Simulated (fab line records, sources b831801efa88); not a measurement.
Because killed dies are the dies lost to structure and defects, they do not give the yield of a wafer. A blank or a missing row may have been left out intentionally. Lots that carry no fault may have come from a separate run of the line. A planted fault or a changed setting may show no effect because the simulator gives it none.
Struck lot and sound lot, side by side    flow sky130    44 out of 708 route steps
Sound: the wafers L331.2, L331.4, L331.5. The struck wafers were L341.1, L341.3, L341.4. The cause is given at the end.
Each step with rows lists, per side, the tool, then ch with its chambers, then its first start. Under that, the readings that differ: sound wafers    struck wafers    difference of the means    sigmas: that difference in standard deviations of wafers without a fault.
alike: words and numbers the same on both sides, and readings whose means are apart by under 2 such deviations; not compared: readings that were withheld, readings missing a value for some wafer, numbers with overlapping values and no deviation given by the record, and bounds like >300 which may hide the same value.
The two part at a step that has a row with sigmas, a row that says differs or no value, or rows on one side only. When numbers do not overlap yet have no deviation, they are printed without sigmas and do not part them. A reading missing from all wafers of one side parts the sides only when that side holds two or more wafers.

SKY_VIA2_SPUTTER_20: material TiN, target thk 20 nm, time 80 s.
  sound on pvdSputter-01 at day 38 10:59; struck on pvdSputter-02 at day 41 13:47
  alike: throttleValvePct
SKY_VIA2_CVD_21: deposits W, target thk 420 nm, time 126.4 s.
  sound on cvdW-01 ch 0,1, day 38 11:03; struck on cvdW-01 ch 0,1, day 41 13:51
  alike: heaterPowerW
  not compared: sinceWetCleanH
SKY_VIA2_RS_MEAS_22: the measuring method here is four-point-probe.
  sound on filmMetro-04 at day 38 11:12; struck on filmMetro-01 at day 41 13:59
  alike: VIA2_W_RS
SKY_VIA2_THK_MEAS_23: measures by xrf.
  sound on filmMetro-04 at day 38 11:19; struck on filmMetro-01 at day 41 14:06
reading          sound        struck       difference  sigmas
VIA2_W_THK (nm)  417 416 423  408 405 412  -10         -2
then, 4 steps without rows for these wafers: SKY_VIA2_CMP_24 (polishes, stops on SiO2, t overpolish 20 s, target thk 0 nm); SKY_METAL3_SPUTTER_00 (material Ti, target thk 15 nm, time 10 s); SKY_METAL3_SPUTTER_01 (material TiN, target thk 20 nm, time 16.7 s); SKY_METAL3_SPUTTER_02 (material AlCu, target thk 735 nm, time 39.1 s).
SKY_METAL3_SPUTTER_03: material Ti, target thk 5 nm, time 3.3 s.
  sound on pvdSputter-03 at day 38 11:45; struck on pvdSputter-01 at day 41 14:46
  alike: throttleValvePct
then, 1 step without rows for these wafers: SKY_METAL3_SPUTTER_04 (material TiN, target thk 70 nm, time 58.3 s).
SKY_CAPM_CVD_00: deposits SiO2, target thk 15.5 nm.
  sound on pecvd-01 ch 0,1,2, day 38 11:49; struck on pecvd-01 ch 1,2, day 41 14:50
  alike: heaterPowerW
SKY_CAPM_THK_MEAS_01:
  sound on filmMetro-02 at day 38 11:51; struck on filmMetro-03 at day 41 14:51
  alike: CAPM_CVD_00_THK
SKY_CAPM_SPUTTER_02: material TiN, target thk 200 nm, time 166.7 s.
  sound on pvdSputter-04 at day 38 11:54; struck on pvdSputter-04 at day 41 14:55
reading                                  sound              struck             difference  sigmas
model.TiN_of_CAPM_SPUTTER_02.thkNm (nm)  200.3 198.3 201.3  204.3 205.3 202.9  +4.2        
  alike: throttleValvePct
SKY_CAPM_RS_MEAS_03: the measuring method here is four-point-probe.
  sound on filmMetro-03 at day 38 12:02; struck on filmMetro-01 at day 41 15:01
  alike: CAPM_TIN_RS
SKY_CAPM_THK_MEAS_04: measures by xrf.
  sound on filmMetro-03 at day 38 12:08; struck on filmMetro-01 at day 41 15:08
  alike: CAPM_TIN_THK
then, 7 steps without rows for these wafers: SKY_CAPM_DEHYDRATE_05 (time 60 s); SKY_CAPM_HMDS_06 (prime time 60 s); SKY_CAPM_COAT_07 (resist thk 1140 nm); SKY_CAPM_SOFTBAKE_08 (time 60 s); SKY_CAPM_EXPOSE_09 (exposes mask CAPM, target cd 1000 nm); SKY_CAPM_PEB_10; SKY_CAPM_DEVELOP_11 (develop time 60 s).
SKY_CAPM_OVL_MEAS_12:
  sound on overlay-01 at day 39 12:59; struck on overlay-02 at day 42 14:43
  alike: CAPM_OVL
SKY_CAPM_METAL_ETCH_13: etches TiN in Cl2/BCl3, stops on SiO2, target depth 220 nm, time 62.9 s.
  sound on rieMetal-01 ch 1, day 39 13:01; struck on rieMetal-01 ch 0,1, day 42 14:45
reading                         sound              struck             difference  sigmas
model.etch.depthNm (nm)         200.3 198.3 201.3  204.3 205.3 202.9  +4.2        
model.CAPM.featureDepthNm (nm)  200.9 198.9 201.9  204.9 205.9 203.5  +4.2        
  alike: drypumpMotorCurrentA, oesProductAu, throttleValvePct
  not compared: rfHoursCounterH
then, 12 steps without rows for these wafers: SKY_CAPM_STRIP_14 (strips in O2/N2); SKY_CAPM_STRIP_15 (strips in post etch residue remover, time 1200 s); SKY_CAPM_CLEAN_16 (cleans in IPA, time 180 s); SKY_CAPM_CLEAN_17 (cleans in O3/DIW); SKY_METAL3_DEHYDRATE_05 (time 60 s); SKY_METAL3_HMDS_06 (prime time 60 s); SKY_METAL3_COAT_07 (resist thk 60 nm); SKY_METAL3_COAT_08 (resist thk 1130 nm); SKY_METAL3_SOFTBAKE_09 (time 90 s); SKY_METAL3_EXPOSE_10 (exposes mask MM3, target cd 300 nm); SKY_METAL3_PEB_11; SKY_METAL3_DEVELOP_12 (develop time 60 s).
SKY_METAL3_CD_MEAS_13: target cd 300 nm.
  sound on cdSem-02 at day 40 14:50; struck on cdSem-02 at day 43 15:20
  alike: cdNm
SKY_METAL3_OVL_MEAS_14:
  sound on overlay-02 at day 40 14:56; struck on overlay-01 at day 43 15:27
reading          sound  struck    difference  sigmas
METAL3_OVL (nm)  8 6 7  -5 1 -11  -12         -2
SKY_METAL3_DESCUM_15: chemistry O2, time 8 s.
  sound on rieMetal-03 ch 0,1, day 40 14:58; struck on rieMetal-03 ch 0,1, day 43 15:29
  alike: drypumpMotorCurrentA, oesProductAu
  not compared: rfHoursCounterH
then, 3 steps without rows for these wafers: SKY_METAL3_ETCH_16 (etches BARC in N2/H2, stops on SiO2, time 88.2 s, target depth 60 nm); SKY_METAL3_ETCH_17 (etches SiO2 in C4F8/O2/Ar, stops on TiN, time 3.9 s, target depth 15 nm); SKY_METAL3_METAL_ETCH_18 (etches the open film in Cl2/BCl3, stops on SiO2, target depth 845 nm, time 183.1 s).
SKY_METAL3_STRIP_20: strips in post etch residue remover, time 1200 s.
  sound on wetBench-02 ch 0, day 40 15:35; struck on wetBench-02 ch 2, day 43 15:55
reading                                  sound              struck             difference  sigmas
model.TiN_of_CAPM_SPUTTER_02.thkNm (nm)  199.5 197.5 200.4  203.4 204.4 202.1  +4.2        
-- the record jumps here: 6 days lie between the struck wafers' starts before and after (it left off in module METAL3 and takes up again in module PAD_OPEN, whose first step shown is number 708 of the route) --
SKY_PAD_OPEN_PROBE_99:
  sound on prober-01 at day 47 15:24; struck on prober-01 at day 49 23:13
reading                        sound              struck            difference  sigmas
model.etest.capMim.plateOhmSq  6.026 6.064 5.896  5.851 5.88 5.881  -0.125      
  alike: defectLimitedYield, killed_at_M0_to_M3, killed_at_M4_up, killedAtContacts, killedAtFrontEnd, killedAtOther, killedDies, killedOpen, killedShort, sort_bin_3_pad_short, sort_bin_5_function, sort_bin_6_memory, sortNPass, sortYieldPct

== WHERE THEY PART ==
First at SKY_VIA2_THK_MEAS_23; last, within this record, at SKY_METAL3_OVL_MEAS_14. Later steps at which nothing parts them and some readings are alike: SKY_METAL3_DESCUM_15, SKY_PAD_OPEN_PROBE_99.

WHY: the cause the simulator had injected
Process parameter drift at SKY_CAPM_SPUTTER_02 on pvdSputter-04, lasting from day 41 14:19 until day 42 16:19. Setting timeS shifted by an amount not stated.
